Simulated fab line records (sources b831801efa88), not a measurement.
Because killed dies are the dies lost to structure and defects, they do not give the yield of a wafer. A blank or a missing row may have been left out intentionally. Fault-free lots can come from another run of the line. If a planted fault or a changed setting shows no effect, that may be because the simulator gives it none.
Matching of chambers | flow gf180mcu | GF_V3_CMP_26 on cmp-02 has 4 sister chambers
The step polishes, stops on SiO2, t overpolish 15 s, target thk 0 nm. 16 wafers are shown with their chamber, then 8 later ones without.

== WAFERS WITH THEIR CHAMBER ==
wafer  | chamber | motor_current_A (A) | time_to_endpoint_s (s) | overpolish_run_s (s)
L541.2 | 3       | 10.8                | 78                     | 15.026
L541.3 | 1       | 9.7                 | 82                     | 15.009
L541.5 | 1       | 9.9                 | 79                     | 15.005
L542.1 | 3       | 11.0                | 78                     | 15.009
L542.4 | 1       | 9.5                 | 83                     | 15.016
L542.5 | 0       | 13.0                | 84                     | 14.989
L543.3 | 0       | 12.4                | 84                     | 14.983
L543.4 | 2       | 9.1                 | 82                     | 14.995
L543.6 | 3       | 10.7                | 77                     | 15.017
L550.2 | 3       | 10.7                | 75                     | 14.999
L550.5 | 2       | 9.0                 | 86                     | 14.995
L550.6 | 3       | 11.0                | 82                     | 14.989
L552.1 | 0       | 12.8                | 89                     | 15.002
L552.2 | 1       | 9.6                 | 81                     | 15.007
L552.5 | 0       | 12.4                | 88                     | 15.012
L556.1 | 0       | 12.3                | 82                     | 14.984

SIGNATURES (averages over the wafers above)
reading            | chamber 0 | chamber 1 | chamber 2 | chamber 3 | scatter within a chamber
motor_current_A    | 12.580    | 9.675     | 9.050     | 10.840    | 0.215
time_to_endpoint_s | 85.40     | 81.25     | 84.00     | 78.00     | 2.55
overpolish_run_s   | 14.99400  | 15.00925  | 14.99500  | 15.00800  | 0.0114
Rule: a wafer lies at a distance from a chamber equal to the root of the sum of squares, over the readings, of (its reading less the chamber's mean, divided by the reading's scatter). If the next closest chamber is less than 2 further off than the closest, the wafer can't be placed; otherwise it belongs to the closest. The scatter: take each reading less its chamber's mean, square it, sum over the shown wafers, divide by the number of wafers less the number of chambers, and take the root.

== WAFERS MISSING THEIR CHAMBER ==
wafer  | motor_current_A (A) | time_to_endpoint_s (s) | overpolish_run_s (s)
L556.2 | 9.5                 | 78                     | 14.998
L556.5 | 12.1                | 85                     | 14.992
L558.1 | 10.8                | 77                     | 15.017
L558.2 | 9.5                 | 83                     | 15.008
L558.6 | 10.8                | 77                     | 15.008
L560.1 | 12.8                | 83                     | 15.006
L560.3 | 9.2                 | 84                     | 15.004
L560.5 | 11.6                | 79                     | 15.011

== THE CHAMBER EACH PASSED THROUGH ==
wafer  | from the rows above     | in truth
L556.2 | can't be placed: 1 or 2 | 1
L556.5 | 0                       | 0
L558.1 | 3                       | 3
L558.2 | can't be placed: 1 or 2 | 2
L558.6 | 3                       | 3
L560.1 | 0                       | 0
L560.3 | can't be placed: 2 or 1 | 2
L560.5 | can't be placed: 3 or 0 | 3
4 of 8 placed correctly. Unplaceable from these rows: 4, with the true chamber sitting among the candidates in 4. 0 placed wrongly.
